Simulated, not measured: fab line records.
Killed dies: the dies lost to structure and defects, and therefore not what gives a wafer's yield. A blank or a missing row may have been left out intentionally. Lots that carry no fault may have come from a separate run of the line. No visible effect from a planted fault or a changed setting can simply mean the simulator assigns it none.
The tool behind it: which one?    flow gf180mcu    at 1 step of a route of 602, 14 lots with 42 wafers sampled

## WHAT EACH GAUGE READ, for each wafer
GF_CONTACT_RS_MEAS_25: the measuring method here is four-point-probe. Usual: for CONTACT_W_RS the level is 0.356 ohm/sq and the standard deviation is 0.0035.
lot   measured      on             CONTACT_W_RS (ohm/sq)  flag
L404  day 15 16:50  film metro-03  0.351 0.350 0.352      
L406  day 16 11:48  film metro-02  0.355 0.357 0.354      
L412  day 18 20:45  film metro-03  0.354 0.359 0.350      
L411  day 19 01:18  film metro-04  0.351 0.348 0.352      
L413  day 19 10:10  film metro-02  0.360 0.355 0.359      
L414  day 20 14:35  film metro-04  0.363 0.359 0.364      
L415  day 21 01:08  film metro-04  0.355 0.355 0.357      
L416  day 21 06:24  film metro-02  0.353 0.352 0.355      
L419  day 22 00:12  film metro-03  0.358 0.361 0.356      
L418  day 22 07:20  film metro-02  0.358 0.355 0.356      
L421  day 22 12:47  film metro-02  0.357 0.358 0.360      
L425  day 23 17:10  film metro-04  0.354 0.362 0.354      
L426  day 23 22:49  film metro-04  0.357 0.355 0.352      
L427  day 24 05:13  film metro-03  0.354 0.355 0.354      

## WHAT TOOL EACH LOT RAN ON (gives the tool, then ch and the chambers of the sampled wafers, and finally the start)
Before these readings, the record contains no process step.

## WHAT THE TOOLS THEMSELVES READ (means of the sampled wafers that have a number; where no wafer has one, the mark that the record gives instead)
The record holds no such reading with a usual standard deviation.

## THE ANSWER, worked out from the rows above alone
Rule: a lot is off if the mean of its wafers that have a number lies more than 3 standard deviations from the usual mean. A lot without any number at a reading at which 4 lots or more have one is off too. Where the step has rows for the other lots, those lots are counted as sound. First the gauges in route order, then the tools' own readings, where a lot's mean is used as printed above. The first step at which some lot is off is used, and at that step the reading that is off furthest; a lot without a number counts as furthest.
Nothing can be told from this: no lot is off at any reading shown.

## WHAT THE SIMULATOR HAD INSERTED
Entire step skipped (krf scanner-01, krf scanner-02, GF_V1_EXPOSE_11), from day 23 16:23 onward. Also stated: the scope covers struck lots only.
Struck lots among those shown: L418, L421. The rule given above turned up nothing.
